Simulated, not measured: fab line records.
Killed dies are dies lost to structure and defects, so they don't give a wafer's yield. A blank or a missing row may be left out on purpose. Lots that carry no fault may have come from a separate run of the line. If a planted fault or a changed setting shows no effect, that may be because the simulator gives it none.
Comparing a struck lot with a sound one / flow sky130 / 15 steps out of a route of 708
Sound: these wafers, L257.3, L257.4, L257.6. Wafers struck: L267.1, L267.3, L267.5. Last of all comes the cause.
Each step with rows lists, per side, the tool, then ch with its chambers, then its first start. Under that, the readings that differ: sound wafers / struck wafers / difference of the means / sigmas: that difference in standard deviations of wafers without a fault.
alike: readings with means less than 2 such deviations apart, plus words and numbers identical on both sides. not compared: withheld readings, readings lacking a value on some wafer, bounds such as >300 that could conceal the same value, and numbers that have no deviation in the record and whose values overlap.
Wherever a step has rows on one side only, a row that says differs or no value, or a row with sigmas, the two part there. Numbers that have no deviation but don't overlap get no sigmas and don't part them. A reading missing from all wafers of one side parts the sides only when that side holds two or more wafers.

SKY_METAL1_SPUTTER_02: material AlCu, target thk 250 nm, time 13.3 s.
  sound on pvdSputter-02 at day 32 23:08; struck on pvdSputter-04 at day 35 21:29
  alike: throttleValvePct
SKY_METAL1_SPUTTER_03: material Ti, target thk 5 nm, time 3.3 s.
  sound on pvdSputter-02 at day 32 23:10; struck on pvdSputter-04 at day 35 21:31
  alike: throttleValvePct
SKY_METAL1_SPUTTER_04: material TiN, target thk 70 nm, time 58.3 s.
  sound on pvdSputter-02 at day 32 23:11; struck on pvdSputter-04 at day 35 21:32
  alike: throttleValvePct
SKY_METAL1_RS_MEAS_05: the measuring method here is four-point-probe.
  sound on filmMetro-02 at day 32 23:16; struck on filmMetro-03 at day 35 21:35
  alike: METAL1_ALCU_RS
SKY_METAL1_THK_MEAS_06: measures by xrf.
  sound on filmMetro-02 at day 32 23:22; struck on filmMetro-03 at day 35 21:42
reading=METAL1_ALCU_THK (nm); sound=247.2 249.6 246.6; struck=255.8 251.6 254.0; difference=+6.0; sigmas=+2
then, 7 steps without rows for these wafers: SKY_METAL1_DEHYDRATE_07 (time 60 s); SKY_METAL1_HMDS_08 (prime time 60 s); SKY_METAL1_COAT_09 (resist thk 60 nm); SKY_METAL1_COAT_10 (resist thk 450 nm); SKY_METAL1_SOFTBAKE_11 (time 90 s); SKY_METAL1_EXPOSE_12 (exposes mask MM1, target cd 140 nm); SKY_METAL1_PEB_13.
SKY_METAL1_DEVELOP_14: develop time 58.85 s.
  sound on lithoTrack-04 ch 0, day 34 01:00; struck on lithoTrack-04 ch 0, day 36 22:00
reading=developerTempC (C); sound=21.15 21.08 21.12; struck=20.02 20.11 20.04; difference=-1.06; sigmas=-11
SKY_METAL1_CD_MEAS_15: the cd target is 140 nm.
  sound on cdSem-01 at day 34 02:05; struck on cdSem-02 at day 36 22:57
  alike: cdNm
-- the record jumps here: 12 days lie between the struck wafers' starts before and after (it left off in module METAL1 and takes up again in module PAD_OPEN, whose first step shown is number 708 of the route) --
SKY_PAD_OPEN_PROBE_99:
  sound on prober-01 at day 46 17:39; struck on prober-02 at day 48 22:34
  alike: defectLimitedYield, killed_at_M0_to_M3, killed_at_M4_up, killedAtContacts, killedAtFrontEnd, killedAtOther, killedDies, killedOnRim, killedOpen, killedShort, sort_bin_3_pad_short, sort_bin_5_function, sort_bin_6_memory, sortNPass, sortYieldPct

WHERE THEY PART
Earliest at SKY_METAL1_THK_MEAS_06; latest, in this record, at SKY_METAL1_DEVELOP_14. Later steps at which nothing parts them and some readings are alike: SKY_METAL1_CD_MEAS_15, SKY_PAD_OPEN_PROBE_99.

WHY: what had been put in by the simulator
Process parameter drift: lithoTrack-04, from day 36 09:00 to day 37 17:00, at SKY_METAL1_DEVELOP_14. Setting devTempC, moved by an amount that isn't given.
